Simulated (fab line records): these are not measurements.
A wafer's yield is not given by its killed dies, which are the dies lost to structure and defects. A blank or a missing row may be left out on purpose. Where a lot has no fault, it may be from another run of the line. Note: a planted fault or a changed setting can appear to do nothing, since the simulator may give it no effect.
A single fault, viewed from 2 desks / flow gf180mcu / each desk holds nothing but its own numbers, with what lay behind them at the end

== DESK OF THE TOOL OWNER: pecvd-04 ==
The tool's own readings at GF_SAB_CVD_00 (deposits SiO2 from TEOS, target thk 50 nm, time 4.9302 s): means of the sampled wafers that have a number, for each lot that ran on this tool. If a lot's mean is further than 4 standard deviations from the usual mean, the lot is out of limits and carries the mark OUT (the distance appears in the brackets).
Columns: A = heaterPowerW at GF_SAB_CVD_00, usual 684 W; B = susceptorTempC at GF_SAB_CVD_00, usual 399.99 C
lot=L500; first seen here=day 16 09:01; A=634; B=400.09
lot=L502; first seen here=day 17 08:51; A=581; B=400.08
lot=L508; first seen here=day 19 10:17; A=654; B=399.62
lot=L509; first seen here=day 19 22:22; A=676; B=400.17
This desk found nothing out of limits on any of the 4 lots.

== FROM THE METROLOGY DESK ==
What the gauges read, lot by lot, whatever tool the lot ran on: means of the sampled wafers that have a number. If a lot's mean is further than 4 standard deviations from the usual mean, the lot is out of limits and carries the mark OUT (the distance appears in the brackets).
Columns: A = SAB_CVD_00_THK at GF_SAB_THK_MEAS_01, usual 50.0 nm; B = CONTACT_BOW at GF_CONTACT_BOW_MEAS_05, usual 66 um
lot=L495; first seen here=day 14 13:26; A=49.9; B=68
lot=L498; first seen here=day 15 18:23; A=50.7; B=70
lot=L499; first seen here=day 15 23:59; A=50.0; B=69
lot=L500; first seen here=day 16 09:02; A=50.0; B=64
lot=L501; first seen here=day 16 17:22; A=50.4; B=60
lot=L502; first seen here=day 17 08:53; A=49.8; B=61
lot=L508; first seen here=day 19 10:19; A=45.3 (-6.9) OUT; B=65
lot=L509; first seen here=day 19 22:23; A=48.3; B=68
lot=L511; first seen here=day 20 09:41; A=50.3; B=74
lot=L514; first seen here=day 21 06:07; A=51.3; B=60
lot=L515; first seen here=day 21 16:24; A=50.1; B=66
lot=L516; first seen here=day 22 00:24; A=51.0; B=69
Per this desk, out of limits: L508; the first was L508, day 19 10:19 (SAB_CVD_00_THK at GF_SAB_THK_MEAS_01). Within limits: L495, L498, L499, L500, L501, L502, L509, L511, L514, L515, L516.

== PUT TOGETHER ==
On L508, the metrology desk was in a position to raise an alarm at day 19 10:19.
The tool owner's desk saw nothing out of limits.
On record at the tool owner's desk: L508, within its limits.
On pecvd-04, each named lot ran GF_SAB_CVD_00.

== WHAT THE SIMULATOR HAD INSERTED ==
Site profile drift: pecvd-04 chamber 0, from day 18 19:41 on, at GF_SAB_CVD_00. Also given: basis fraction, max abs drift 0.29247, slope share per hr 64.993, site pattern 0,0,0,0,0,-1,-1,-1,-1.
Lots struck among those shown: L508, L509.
Delay in hours, fault start to first out-of-limits reading, per desk: metrology desk 15.
